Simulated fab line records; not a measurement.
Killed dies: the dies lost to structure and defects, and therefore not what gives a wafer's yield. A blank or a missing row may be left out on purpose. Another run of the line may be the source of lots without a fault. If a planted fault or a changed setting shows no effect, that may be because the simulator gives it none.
Matching of chambers || flow sky130 || SKY_CONTACT_CMP_04 on cmp-01: 4 sister chambers
The step polishes SiO2. 18 wafers are shown with their chamber, then 9 later ones without.

== WAFERS PAIRED WITH THEIR CHAMBERS ==
{"wafer": "L405.1", "chamber": 0, "motorCurrentA (A)": 13.0, "timeToEndpointS (s)": 85, "retainingRingPressureFrac": 0.995}
{"wafer": "L405.5", "chamber": 0, "motorCurrentA (A)": 13.4, "timeToEndpointS (s)": 88, "retainingRingPressureFrac": 0.996}
{"wafer": "L405.6", "chamber": 1, "motorCurrentA (A)": 14.6, "timeToEndpointS (s)": 85, "retainingRingPressureFrac": 0.991}
{"wafer": "L406.1", "chamber": 3, "motorCurrentA (A)": 13.0, "timeToEndpointS (s)": 85, "retainingRingPressureFrac": 0.991}
{"wafer": "L406.5", "chamber": 1, "motorCurrentA (A)": 14.6, "timeToEndpointS (s)": 85, "retainingRingPressureFrac": 0.992}
{"wafer": "L406.6", "chamber": 2, "motorCurrentA (A)": 12.1, "timeToEndpointS (s)": 81, "retainingRingPressureFrac": 1.002}
{"wafer": "L409.1", "chamber": 3, "motorCurrentA (A)": 12.6, "timeToEndpointS (s)": 88, "retainingRingPressureFrac": 0.995}
{"wafer": "L409.2", "chamber": 1, "motorCurrentA (A)": 13.5, "timeToEndpointS (s)": 81, "retainingRingPressureFrac": 0.996}
{"wafer": "L409.3", "chamber": 0, "motorCurrentA (A)": 13.1, "timeToEndpointS (s)": 81, "retainingRingPressureFrac": 0.993}
{"wafer": "L415.1", "chamber": 2, "motorCurrentA (A)": 12.6, "timeToEndpointS (s)": 78, "retainingRingPressureFrac": 0.994}
{"wafer": "L415.4", "chamber": 3, "motorCurrentA (A)": 12.7, "timeToEndpointS (s)": 80, "retainingRingPressureFrac": 1.004}
{"wafer": "L415.6", "chamber": 3, "motorCurrentA (A)": 12.8, "timeToEndpointS (s)": 78, "retainingRingPressureFrac": 0.994}
{"wafer": "L423.2", "chamber": 0, "motorCurrentA (A)": 12.8, "timeToEndpointS (s)": 81, "retainingRingPressureFrac": 0.996}
{"wafer": "L423.4", "chamber": 2, "motorCurrentA (A)": 12.2, "timeToEndpointS (s)": 77, "retainingRingPressureFrac": 0.998}
{"wafer": "L423.5", "chamber": 0, "motorCurrentA (A)": 12.6, "timeToEndpointS (s)": 81, "retainingRingPressureFrac": 1.007}
{"wafer": "L421.2", "chamber": 3, "motorCurrentA (A)": 12.4, "timeToEndpointS (s)": 83, "retainingRingPressureFrac": 1.000}
{"wafer": "L421.3", "chamber": 2, "motorCurrentA (A)": 13.0, "timeToEndpointS (s)": 80, "retainingRingPressureFrac": 1.009}
{"wafer": "L421.5", "chamber": 0, "motorCurrentA (A)": 12.5, "timeToEndpointS (s)": 80, "retainingRingPressureFrac": 1.004}

SIGNATURES (averages over the wafers above)
{"reading": "motorCurrentA", "chamber 0": 12.900, "chamber 1": 14.233, "chamber 2": 12.475, "chamber 3": 12.700, "scatter within a chamber": 0.385}
{"reading": "timeToEndpointS", "chamber 0": 82.67, "chamber 1": 83.67, "chamber 2": 79.00, "chamber 3": 82.80, "scatter within a chamber": 3.08}
{"reading": "retainingRingPressureFrac", "chamber 0": 0.99850, "chamber 1": 0.99300, "chamber 2": 1.00075, "chamber 3": 0.99680, "scatter within a chamber": 0.00535}
Rule: for a wafer and a chamber, the distance is found by dividing, reading by reading, the gap between the wafer's reading and the chamber's mean by the reading's scatter, squaring, summing and taking the root. The wafer belongs to the nearest chamber; if the next one is less than 2 further off, it can't be placed. The scatter: take each reading less its chamber's mean, square it, sum over the shown wafers, divide by the number of wafers less the number of chambers, and take the root.

== WAFERS WITH NO CHAMBER GIVEN ==
{"wafer": "L422.2", "motorCurrentA (A)": 12.1, "timeToEndpointS (s)": 78, "retainingRingPressureFrac": 1.000}
{"wafer": "L422.4", "motorCurrentA (A)": 12.6, "timeToEndpointS (s)": 74, "retainingRingPressureFrac": 0.996}
{"wafer": "L422.5", "motorCurrentA (A)": 13.2, "timeToEndpointS (s)": 82, "retainingRingPressureFrac": 1.005}
{"wafer": "L426.1", "motorCurrentA (A)": 14.1, "timeToEndpointS (s)": 82, "retainingRingPressureFrac": 1.003}
{"wafer": "L426.2", "motorCurrentA (A)": 13.1, "timeToEndpointS (s)": 78, "retainingRingPressureFrac": 1.001}
{"wafer": "L426.3", "motorCurrentA (A)": 13.4, "timeToEndpointS (s)": 79, "retainingRingPressureFrac": 0.996}
{"wafer": "L427.1", "motorCurrentA (A)": 12.2, "timeToEndpointS (s)": 83, "retainingRingPressureFrac": 0.995}
{"wafer": "L427.2", "motorCurrentA (A)": 14.6, "timeToEndpointS (s)": 78, "retainingRingPressureFrac": 0.990}
{"wafer": "L427.5", "motorCurrentA (A)": 12.1, "timeToEndpointS (s)": 82, "retainingRingPressureFrac": 1.011}

== CHAMBER TAKEN BY EACH ==
{"wafer": "L422.2", "from the rows above": "can't be placed: 2 or 3 or 0", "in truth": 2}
{"wafer": "L422.4", "from the rows above": "can't be placed: 2 or 3 or 0", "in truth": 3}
{"wafer": "L422.5", "from the rows above": "can't be placed: 0 or 3 or 2", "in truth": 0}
{"wafer": "L426.1", "from the rows above": "can't be placed: 1 or 0 or 3", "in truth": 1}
{"wafer": "L426.2", "from the rows above": "can't be placed: 2 or 0 or 3", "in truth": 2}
{"wafer": "L426.3", "from the rows above": "can't be placed: 0 or 3 or 2 or 1", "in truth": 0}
{"wafer": "L427.1", "from the rows above": "can't be placed: 3 or 2 or 0", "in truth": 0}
{"wafer": "L427.2", "from the rows above": 1, "in truth": 1}
{"wafer": "L427.5", "from the rows above": "can't be placed: 2 or 3 or 0", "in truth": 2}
Placed correctly: 1 of 9. These rows do not allow placing 8 (true chamber among the candidates in 8). Placed wrongly: 0.
